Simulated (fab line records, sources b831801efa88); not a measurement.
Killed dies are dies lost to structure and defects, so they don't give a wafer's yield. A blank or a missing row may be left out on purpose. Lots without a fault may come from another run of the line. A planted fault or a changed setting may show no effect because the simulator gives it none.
Which tool did it? | flow sky130 | 11 lots, 33 wafers sampled, at 2 steps of a route of 708

WHAT THE GAUGES READ, wafer by wafer
SKY_PWDE_TW_MEAS_10.
lot  | measured    | on            | PWDE_TW
L820 | day 5 01:15 | film_metro-01 | 375.1 374.4 374.6
L822 | day 5 02:25 | film_metro-04 | 374.5 374.9 374.3
L821 | day 5 03:03 | film_metro-02 | 382.4 383.1 380.3
L823 | day 5 14:43 | film_metro-01 | 374.3 376.8 372.7
L824 | day 6 04:52 | film_metro-01 | 378.6 378.0 379.3
L826 | day 6 05:15 | film_metro-01 | 377.7 378.4 377.9
L827 | day 6 06:34 | film_metro-04 | 375.4 373.6 376.5
L828 | day 6 14:34 | film_metro-02 | 378.5 379.5 378.4
L830 | day 6 21:12 | film_metro-04 | 374.4 373.8 375.0
L832 | day 7 09:44 | film_metro-02 | 392.9 393.1 393.5
L833 | day 7 09:55 | film_metro-04 | 390.0 389.4 390.8

WHICH TOOL RAN EACH LOT (tool, then ch and the chambers of the sampled wafers, then the start)
lot  | SKY_PWDE_IMPLANT_08
L820 | implanter-04 ch 0, day 5 01:00
L822 | implanter-02 ch 0, day 5 02:10
L821 | implanter-04 ch 0, day 5 02:50
L823 | implanter-02 ch 0, day 5 14:28
L824 | implanter-01 ch 0, day 6 04:38
L826 | implanter-02 ch 0, day 6 05:00
L827 | implanter-02 ch 0, day 6 06:20
L828 | implanter-02 ch 0, day 6 14:20
L830 | implanter-01 ch 0, day 6 20:58
L832 | implanter-02 ch 0, day 7 09:29
L833 | implanter-02 ch 0, day 7 09:41
- SKY_PWDE_IMPLANT_08

THE ANSWER, worked out from the rows above alone
Rule: what is usual is taken from the lots themselves. Put in order of their means at a reading, lots are off if they are a third of the lots or fewer, leave a main group of 4 or more, and stand apart from it by a gap of 3 or more times the standard deviation of the main group's means; of several such gaps the widest counts. A main group whose means are all the same, to the digits that the tables above print for the reading, isn't used. A lot without any number at a reading at which 4 lots or more have one is off too. The other lots that the step has rows for count as sound.
Off: L832, L833, at SKY_PWDE_TW_MEAS_10 (PWDE_TW). The main group: mean 376.8, standard deviation 2.5.
A tool fits if, at a process step before that reading, it ran every lot that is off, and no sound lot after the first of them. The gauges at SKY_PWDE_TW_MEAS_10 are tried like those tools. One fits: implanter-02 at SKY_PWDE_IMPLANT_08. Its last sound lot is L828 (day 6 14:20), its first lot that is off L832 (day 7 09:29): a fault that began between those two fits.

WHAT THE SIMULATOR HAD PUT IN
Process parameter drift: implanter-02, from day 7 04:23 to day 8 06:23, at SKY_PWDE_IMPLANT_08. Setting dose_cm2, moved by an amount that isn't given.
Lots struck among those shown: L832, L833. The rule above found the same.
